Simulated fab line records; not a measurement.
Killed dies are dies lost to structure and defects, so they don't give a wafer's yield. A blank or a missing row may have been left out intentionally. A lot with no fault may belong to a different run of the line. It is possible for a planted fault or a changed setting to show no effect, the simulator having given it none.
A lot that was struck, set against a sound lot -- flow sky130 -- 13 out of 708 route steps
Sound: the wafers L454.1, L454.3, L454.5. The struck wafers were L456.1, L456.2, L456.6. Last of all comes the cause.
For every step that has rows: the tool of each side, followed by ch and its chambers, followed by its first start. Under that, the readings that differ: sound wafers -- struck wafers -- difference of the means -- sigmas: that difference in standard deviations of wafers without a fault.
alike: same words and numbers on both sides, and readings whose means sit less than 2 such deviations apart. not compared: any withheld reading, any reading some wafer has no value for, any bound like >300 that may hide the same value, and any number with overlapping values for which the record gives no deviation.
The two part at a step that has a row with sigmas, a row that says differs or no value, or rows on one side only. Non-overlapping numbers with no deviation appear without sigmas and do not part them. A reading missing from all wafers of one side parts the sides only when that side holds two or more wafers.

first, 5 steps without rows for these wafers: SKY_SONOS_TUNNEL_COAT_02 (resist thk 1140 nm); SKY_SONOS_TUNNEL_SOFTBAKE_03 (time 60 s); SKY_SONOS_TUNNEL_EXPOSE_04 (exposes mask TUNM, target cd 410 nm); SKY_SONOS_TUNNEL_PEB_05; SKY_SONOS_TUNNEL_DEVELOP_06 (develop time 60 s).
SKY_SONOS_TUNNEL_CD_MEAS_07: target cd 410 nm.
  sound: cdSem-01 at day 12 04:54; struck: cdSem-01 at day 13 13:10
  alike: cdNm
SKY_SONOS_TUNNEL_OVL_MEAS_08:
  sound: overlay-01 at day 12 05:01; struck: overlay-02 at day 13 13:17
  alike: SONOS_TUNNEL_OVL
then, 3 steps without rows for these wafers: SKY_SONOS_TUNNEL_IMPLANT_09; SKY_SONOS_TUNNEL_WET_ETCH_10 (etches SiO2 in dHF, target depth 14 nm, time 280 s); SKY_SONOS_TUNNEL_STRIP_11 (strips in SPM, time 600 s).
SKY_SONOS_TUNNEL_TW_MEAS_12:
  sound: filmMetro-02 at day 12 05:28; struck: filmMetro-04 at day 13 13:44
reading,sound,struck,difference,sigmas
SONOS_TUNNEL_TW,196.1 196.2 195.1,199.7 198.0 198.5,+2.9,+2
then, 1 step without rows for these wafers: SKY_SONOS_TUNNEL_CLEAN_13 (cleans in dHF, time 20 s).
SKY_SONOS_ONO_OXIDATION_00: stabilise 600 s, purge 300 s, target thk 2.6 nm.
  struck on furnace-01, day 13 14:43; sound on furnace-02 ch 0, day 12 06:48
  no value came back on the struck wafers for oxTempC (C), oxTempCMax, tube_center_temp_C_max, zonePowerLowerPct (%); on the sound wafers oxTempC (C) reads 799.7 800.1 799.8

## WHERE THEY PART
First at SKY_SONOS_TUNNEL_TW_MEAS_12; last, within this record, at SKY_SONOS_ONO_OXIDATION_00.

WHY: whatever the simulator had introduced
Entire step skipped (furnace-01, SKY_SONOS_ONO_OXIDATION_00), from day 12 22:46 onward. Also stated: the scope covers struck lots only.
